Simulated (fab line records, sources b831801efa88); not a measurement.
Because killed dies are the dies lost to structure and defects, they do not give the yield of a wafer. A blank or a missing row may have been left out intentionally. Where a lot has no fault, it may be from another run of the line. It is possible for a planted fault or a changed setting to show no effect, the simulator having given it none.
Which tool was responsible? | flow sfq-line | Sampling: 13 lots, 39 wafers, 6 of 325 route steps

WHAT THE GAUGES READ, wafer by wafer
SFQ_M7_OVL_MEAS_945. Usual: M7_OVL gives -2 nm (standard deviation 5.3).
lot  | measured     | on         | M7_OVL (nm) | flag
L411 | day 67 18:26 | overlay-01 | -10 -10 -5  |
L413 | day 69 12:02 | overlay-02 | -10 -9 -7   |
L415 | day 73 02:35 | overlay-02 | -9 -3 -1    |
L416 | day 73 03:47 | overlay-02 | -13 -6 -4   |
L417 | day 73 14:34 | overlay-02 | -4 -7 -3    |
L418 | day 73 17:27 | overlay-01 | -2 -5 -4    |
L421 | day 75 03:22 | overlay-02 | 9 0 8       |
L422 | day 75 05:46 | overlay-02 | 13 2 3      |
L423 | day 76 03:18 | overlay-02 | -5 6 2      |
L424 | day 76 06:54 | overlay-02 | 4 4 2       |
L427 | day 76 20:06 | overlay-02 | 1 -2 -2     |
L428 | day 77 01:04 | overlay-01 | 2 0 -2      |
L430 | day 78 17:42 | overlay-01 | -1 -5 -3    |

SFQ_M8_RS_MEAS_949: measurement is done with a four-point probe. Usual: M8_AU_RS gives 0.1545 ohm/sq (standard deviation 0.0026).
lot  | measured     | on            | M8_AU_RS (ohm/sq)                         | flag
L411 | day 68 23:55 | film-metro-03 | 0.1536 0.1516 0.1529                      |
L413 | day 70 07:17 | film-metro-01 | 0.1561 0.1533 0.1520                      |
L415 | day 77 18:33 | film-metro-04 | 0.1546 0.1571 0.1525                      |
L416 | day 77 20:57 | film-metro-01 | 0.1519 0.1494 0.1530                      |
L417 | day 77 22:09 | film-metro-03 | 0.1566 0.1533 0.1564                      |
L418 | day 78 00:33 | film-metro-04 | 0.1572 0.1535 0.1553                      |
L421 | day 79 10:31 | film-metro-03 | 0.1568 0.1553 0.1556                      |
L422 | day 79 11:43 | film-metro-01 | 0.1533 0.1516 0.1541                      |
L423 | day 80 05:25 | film-metro-04 | 0.1530 0.1543 0.1547                      |
L424 | day 80 10:13 | film-metro-04 | 0.1563 0.1538 0.1573                      |
L427 | day 81 10:13 | film-metro-04 | 0.1526 0.1538 0.1373 0.1524 0.1536 0.1374 |
L428 | day 81 11:25 | film-metro-01 | 0.1535 0.1517 0.1533                      |
L430 | day 83 07:35 | film-metro-01 | 0.1521 0.1501 0.1494                      |

SFQ_M8_THK_MEAS_950: measures by xrf. Usual: M8_AU_THK gives 181 nm (standard deviation 3.3).
lot  | measured     | on            | M8_AU_THK (nm)          | flag
L411 | day 69 00:02 | film-metro-03 | 178 181 180             |
L413 | day 70 07:23 | film-metro-01 | 178 181 185             |
L415 | day 77 18:40 | film-metro-04 | 181 178 184             |
L416 | day 77 21:04 | film-metro-01 | 184 187 183             |
L417 | day 77 22:16 | film-metro-03 | 176 180 176             |
L418 | day 78 00:40 | film-metro-04 | 177 181 180             |
L421 | day 79 10:38 | film-metro-03 | 175 177 177             |
L422 | day 79 11:50 | film-metro-01 | 181 183 180             |
L423 | day 80 05:32 | film-metro-04 | 183 182 182             |
L424 | day 80 10:20 | film-metro-04 | 179 182 179             |
L427 | day 81 13:29 | film-metro-04 | 182 181 202 182 181 202 |
L428 | day 81 11:32 | film-metro-01 | 182 185 183             |
L430 | day 83 07:43 | film-metro-01 | 184 185 186             |

WHAT TOOL EACH LOT RAN ON (gives the tool, then ch and the chambers of the sampled wafers, and finally the start)
lot  | SFQ_TRILAYER_I7_DEP_PECVD_183   | SFQ_TRILAYER_I7_VIA_BARC_OPEN_VIA_ETCH_260 | SFQ_TRILAYER_M8_DEP_EVAP_196
L411 | pecvd-01 ch 0,2, day 67 20:13   | rie-diel-02 ch 1,2,3, day 68 18:23         | pvd-sputter-02, day 68 23:24
L413 | pecvd-02 ch 0,2, day 69 13:14   | rie-diel-03 ch 1,2, day 70 02:41           | pvd-sputter-02, day 70 06:45
L415 | pecvd-01 ch 0,1,2, day 73 03:34 | rie-diel-03 ch 0,1,3, day 73 22:47         | pvd-sputter-02, day 77 18:02
L416 | pecvd-03 ch 0,2, day 73 04:46   | rie-diel-02 ch 0,2, day 74 00:10           | pvd-sputter-01, day 77 20:26
L417 | pecvd-02 ch 0,1, day 73 15:34   | rie-diel-04 ch 0,1, day 74 01:11           | pvd-sputter-02, day 77 21:38
L418 | pecvd-01 ch 0,1,2, day 73 18:27 | rie-diel-03 ch 0,2,3, day 74 02:23         | pvd-sputter-01, day 78 00:02
L421 | pecvd-03 ch 1,2, day 75 04:21   | rie-diel-02 ch 1,2, day 79 04:44           | pvd-sputter-02, day 79 09:59
L422 | pecvd-03 ch 1,2, day 75 06:45   | rie-diel-04 ch 1,3, day 79 07:08           | pvd-sputter-01, day 79 11:12
L423 | pecvd-02 ch 1,2, day 76 04:17   | rie-diel-02 ch 0,2, day 79 23:56           | pvd-sputter-02, day 80 04:54
L424 | pecvd-01 ch 0,2, day 76 07:53   | rie-diel-04 ch 1,2,3, day 80 03:32         | pvd-sputter-01, day 80 09:42
L427 | pecvd-01 ch 1,2, day 76 21:05   | rie-diel-02 ch 0,1, day 80 17:56           | pvd-sputter-02, day 81 09:42
L428 | pecvd-03 ch 1,2, day 77 02:04   | rie-diel-04 ch 0,1, day 80 19:08           | pvd-sputter-01, day 81 10:54
L430 | pecvd-02 ch 0,1,2, day 78 18:43 | rie-diel-02 ch 0,1,2, day 82 10:55         | pvd-sputter-01, day 83 07:05
- SFQ_TRILAYER_I7_DEP_PECVD_183: deposits SiO2 from SiH4/N2O, time 111.11 s, target thk 500 nm.
- SFQ_TRILAYER_I7_VIA_BARC_OPEN_VIA_ETCH_260: etches BARC in O2, target depth 125 nm, time 41.7 s.
- SFQ_TRILAYER_M8_DEP_EVAP_196: material Au, target thk 180 nm, time 900 s.

AS READ BY THE TOOLS THEMSELVES (means over the sampled wafers that have a number; for cases with no such wafer, the mark the record gives instead)
SFQ_TRILAYER_I7_DEP_PECVD_183. Usual: heater-power-w 81 W, standard deviation 15; throttle-valve-pct 24.9 %, standard deviation 2.1.
lot  | tool     | heater-power-w (W) | throttle-valve-pct (%) | flag
L411 | pecvd-01 | 74                 | 26.5                   |
L413 | pecvd-02 | 75                 | 24.1                   |
L415 | pecvd-01 | 88                 | 27.3                   |
L416 | pecvd-03 | 86                 | 22.2                   |
L417 | pecvd-02 | 81                 | 23.3                   |
L418 | pecvd-01 | 82                 | 27.4                   |
L421 | pecvd-03 | 77                 | 22.6                   |
L422 | pecvd-03 | 78                 | 23.2                   |
L423 | pecvd-02 | 84                 | 23.5                   |
L424 | pecvd-01 | 72                 | 26.2                   |
L427 | pecvd-01 | 102                | 28.1                   |
L428 | pecvd-03 | 73                 | 22.8                   |
L430 | pecvd-02 | 77                 | 24.1                   |

SFQ_TRILAYER_I7_VIA_BARC_OPEN_VIA_ETCH_260. Usual: drypump-motor-current-A 5.6 A, standard deviation 0.5; oes-product-au 0.684 a.u., standard deviation 0.0042.
lot  | tool        | drypump-motor-current-A (A) | oes-product-au (a.u.) | flag
L411 | rie-diel-02 | 5.4                         | 0.683                 |
L413 | rie-diel-03 | 6.1                         | 0.684                 |
L415 | rie-diel-03 | 5.8                         | 0.682                 |
L416 | rie-diel-02 | 5.5                         | 0.681                 |
L417 | rie-diel-04 | 5.7                         | 0.683                 |
L418 | rie-diel-03 | 5.4                         | 0.684                 |
L421 | rie-diel-02 | 5.0                         | 0.689                 |
L422 | rie-diel-04 | 5.7                         | 0.687                 |
L423 | rie-diel-02 | 5.5                         | 0.683                 |
L424 | rie-diel-04 | 5.9                         | 0.682                 |
L427 | rie-diel-02 | 5.3                         | 0.684                 |
L428 | rie-diel-04 | 5.4                         | 0.688                 |
L430 | rie-diel-02 | 5.3                         | 0.689                 |

THE ANSWER, worked out from the rows above alone
Rule: a lot counts as off when the mean over its wafers that have a number is more than 3 standard deviations away from the usual mean. Also off: a lot with no number at a reading for which 4 or more lots have one. Any other lot the step has rows for is counted as sound. Order of review: gauges by route order, followed by the tools' own readings, for which a lot's mean as printed above is used. The first step at which some lot is off is used, and at that step the reading that is off furthest; a lot without a number counts as furthest.
Across all readings shown, no lot is off: no conclusion can be drawn from this.

WHAT WAS PUT IN BY THE SIMULATOR
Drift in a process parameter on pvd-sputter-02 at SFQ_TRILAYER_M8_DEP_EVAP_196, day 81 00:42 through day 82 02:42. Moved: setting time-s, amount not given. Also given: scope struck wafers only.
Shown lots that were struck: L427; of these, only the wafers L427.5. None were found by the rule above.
